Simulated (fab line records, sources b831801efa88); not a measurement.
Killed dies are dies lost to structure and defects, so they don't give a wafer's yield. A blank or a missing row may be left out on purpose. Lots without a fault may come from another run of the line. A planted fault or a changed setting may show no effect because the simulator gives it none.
Which tool did it? | flow gf180mcu | 14 lots, 42 wafers sampled, at 3 steps of a route of 602

WHAT THE GAUGES READ, wafer by wafer
GF_M3_RS_MEAS_05: measures by four-point-probe. Usual: M3_ALCU_RS 0.0691 ohm/sq, standard deviation 0.00081.
lot  | measured     | on            | M3_ALCU_RS (ohm/sq)  | flag
L218 | day 20 09:48 | film_metro-01 | 0.0682 0.0692 0.0678 |
L220 | day 21 04:22 | film_metro-01 | 0.0694 0.0685 0.0701 |
L222 | day 22 00:17 | film_metro-01 | 0.0694 0.0688 0.0696 |
L225 | day 23 06:18 | film_metro-02 | 0.0701 0.0696 0.0699 |
L232 | day 25 15:43 | film_metro-03 | 0.0686 0.0685 0.0692 |
L233 | day 25 22:32 | film_metro-01 | 0.0698 0.0692 0.0685 |
L234 | day 26 02:56 | film_metro-03 | 0.0691 0.0687 0.0688 |
L235 | day 26 07:13 | film_metro-01 | 0.0694 0.0688 0.0682 |
L236 | day 26 13:25 | film_metro-03 | 0.0698 0.0699 0.0681 |
L237 | day 26 23:48 | film_metro-02 | 0.0671 0.0684 0.0689 |
L238 | day 27 07:56 | film_metro-02 | 0.0685 0.0685 0.0691 |
L239 | day 27 12:44 | film_metro-01 | 0.0683 0.0683 0.0676 |
L240 | day 27 16:52 | film_metro-02 | 0.0696 0.0692 0.0683 |
L241 | day 28 00:49 | film_metro-02 | 0.0706 0.0704 0.0706 |

GF_M3_OVL_MEAS_15. Usual: M3_OVL 0 nm, standard deviation 4.5.
lot  | measured     | on         | M3_OVL (nm) | flag
L218 | day 21 09:37 | overlay-02 | -5 5 -1     |
L220 | day 22 03:47 | overlay-02 | -2 2 -5     |
L222 | day 22 23:43 | overlay-02 | 1 -2 -6     |
L225 | day 24 04:31 | overlay-02 | 2 -1 0      |
L232 | day 26 12:56 | overlay-01 | 3 4 3       |
L233 | day 26 19:28 | overlay-01 | 3 2 3       |
L234 | day 26 23:23 | overlay-02 | 0 3 -2      |
L235 | day 27 03:59 | overlay-02 | 4 6 -3      |
L236 | day 27 10:20 | overlay-02 | 4 -4 -3     |
L237 | day 27 20:19 | overlay-02 | 5 -2 4      |
L238 | day 28 04:07 | overlay-01 | 0 4 4       |
L239 | day 28 08:20 | overlay-02 | -6 -7 -4    |
L240 | day 28 12:20 | overlay-02 | 5 0 0       |
L241 | day 28 20:11 | overlay-02 | -7 -5 0     |

WHICH TOOL RAN EACH LOT (tool, then ch and the chambers of the sampled wafers, then the start)
lot  | GF_M3_DEVELOP_13
L218 | litho_track-02 ch 0, day 21 09:21
L220 | litho_track-01 ch 0, day 22 03:32
L222 | litho_track-02 ch 0, day 22 23:26
L225 | litho_track-02 ch 0, day 24 04:14
L232 | litho_track-03 ch 0, day 26 12:40
L233 | litho_track-02 ch 0, day 26 19:11
L234 | litho_track-01 ch 0, day 26 23:08
L235 | litho_track-01 ch 0, day 27 03:44
L236 | litho_track-01 ch 0, day 27 10:04
L237 | litho_track-02 ch 0, day 27 20:02
L238 | litho_track-02 ch 0, day 28 03:50
L239 | litho_track-03 ch 0, day 28 08:05
L240 | litho_track-01 ch 0, day 28 11:58
L241 | litho_track-03 ch 0, day 28 19:56
- GF_M3_DEVELOP_13: develop time 60 s.

WHAT THE TOOLS THEMSELVES READ (means of the sampled wafers that have a number; where no wafer has one, the mark that the record gives instead)
GF_M3_DEVELOP_13. Usual: developer_temp_C 20.99 C, standard deviation 0.11.
lot  | tool           | developer_temp_C (C) | flag
L218 | litho_track-02 | 21.10                |
L220 | litho_track-01 | 21.01                |
L222 | litho_track-02 | 20.08                | OFF
L225 | litho_track-02 | 20.20                | OFF
L232 | litho_track-03 | 20.88                |
L233 | litho_track-02 | 21.07                |
L234 | litho_track-01 | 21.11                |
L235 | litho_track-01 | 20.82                |
L236 | litho_track-01 | 21.05                |
L237 | litho_track-02 | 21.04                |
L238 | litho_track-02 | 20.91                |
L239 | litho_track-03 | 20.96                |
L240 | litho_track-01 | 21.15                |
L241 | litho_track-03 | 20.94                |

THE ANSWER, worked out from the rows above alone
Rule: a lot is off if the mean of its wafers that have a number lies more than 3 standard deviations from the usual mean. A lot without any number at a reading at which 4 lots or more have one is off too. The other lots that the step has rows for count as sound. The gauges are gone through in route order, then the tools' own readings, and for those a lot's mean is taken as printed above. The first step at which some lot is off is used, and at that step the reading that is off furthest; a lot without a number counts as furthest.
Off: L222, L225, at GF_M3_DEVELOP_13 (developer_temp_C).
A tool fits if, at that step or a process step before it, it ran every lot that is off, and no sound lot after the first of them. None of those tried fits.

WHAT THE SIMULATOR HAD PUT IN
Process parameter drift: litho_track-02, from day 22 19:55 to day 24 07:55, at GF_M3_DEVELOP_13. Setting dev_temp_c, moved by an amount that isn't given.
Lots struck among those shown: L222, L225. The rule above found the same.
